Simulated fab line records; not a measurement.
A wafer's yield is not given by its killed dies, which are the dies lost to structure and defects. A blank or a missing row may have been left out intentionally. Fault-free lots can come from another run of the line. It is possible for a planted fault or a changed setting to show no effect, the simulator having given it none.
Which tool was responsible? + flow gf180mcu + 12 lots with 36 wafers sampled at 3 steps, on a route of 602 steps

WHAT THE GAUGES SHOWED, per wafer
GF_M1_RS_MEAS_05: measurement is done with a four-point probe.
| lot  | measured     | on            | M1_ALCU_RS (ohm/sq)  |
|------|--------------|---------------|----------------------|
| L075 | day 16 20:10 | film-metro-03 | 0.0695 0.0687 0.0696 |
| L077 | day 17 21:10 | film-metro-04 | 0.0691 0.0698 0.0698 |
| L079 | day 18 05:37 | film-metro-01 | 0.0695 0.0689 0.0690 |
| L080 | day 19 05:41 | film-metro-01 | 0.0704 0.0694 0.0698 |
| L083 | day 19 17:04 | film-metro-03 | 0.0701 0.0705 0.0698 |
| L085 | day 20 18:44 | film-metro-04 | 0.0693 0.0716 0.0699 |
| L087 | day 21 12:03 | film-metro-03 | 0.0688 0.0705 0.0712 |
| L089 | day 22 01:24 | film-metro-04 | 0.0718 0.0707 0.0717 |
| L091 | day 22 18:18 | film-metro-01 | 0.0673 0.0684 0.0680 |
| L093 | day 23 08:55 | film-metro-03 | 0.0703 0.0694 0.0693 |
| L095 | day 23 22:13 | film-metro-03 | 0.0684 0.0685 0.0700 |
| L097 | day 24 07:24 | film-metro-01 | 0.0699 0.0706 0.0697 |

WHAT TOOL EACH LOT RAN ON (gives the tool, then ch and the chambers of the sampled wafers, and finally the start)
| lot  | GF_CONTACT_ETCH_16                 | GF_M1_SPUTTER_03             |
|------|------------------------------------|------------------------------|
| L075 | rie-diel-03 ch 0,2,3, day 16 18:48 | pvd-sputter-02, day 16 20:06 |
| L077 | rie-diel-04 ch 1,2,3, day 17 19:48 | pvd-sputter-02, day 17 21:06 |
| L079 | rie-diel-02 ch 0,1,3, day 18 04:15 | pvd-sputter-03, day 18 05:34 |
| L080 | rie-diel-04 ch 0,1,2, day 19 04:17 | pvd-sputter-02, day 19 05:36 |
| L083 | rie-diel-03 ch 1,2, day 19 15:35   | pvd-sputter-03, day 19 17:00 |
| L085 | rie-diel-04 ch 1,2, day 20 17:20   | pvd-sputter-01, day 20 18:39 |
| L087 | rie-diel-02 ch 1,2,3, day 21 10:41 | pvd-sputter-01, day 21 11:59 |
| L089 | rie-diel-04 ch 0,1, day 21 23:59   | pvd-sputter-03, day 22 01:20 |
| L091 | rie-diel-03 ch 0,2, day 22 16:45   | pvd-sputter-01, day 22 18:12 |
| L093 | rie-diel-02 ch 1,3, day 23 07:32   | pvd-sputter-02, day 23 08:50 |
| L095 | rie-diel-03 ch 1,2,3, day 23 20:49 | pvd-sputter-03, day 23 22:05 |
| L097 | rie-diel-04 ch 0,1,3, day 24 06:02 | pvd-sputter-02, day 24 07:20 |
- GF_CONTACT_ETCH_16: etches BARC in N2/H2.
- GF_M1_SPUTTER_03: material Ti, target thk 10 nm, time 6.7 s.

THE ANSWER, worked out from the rows above alone
Rule: the lots themselves supply what counts as usual. The widest of any qualifying gaps counts: lots, ordered by their means at a reading, are off when they make up no more than a third of the lots, leave a main group of 4 or more, and stand apart from it by 3 or more times the standard deviation of that group's means. Not used: any main group whose means are identical at the precision the tables above print for the reading. A lot without any number at a reading at which 4 lots or more have one is off too. Any other lot the step has rows for is counted as sound.
No lot is off at any reading shown: from this, nothing can be told.

WHAT HAD BEEN PUT IN BY THE SIMULATOR
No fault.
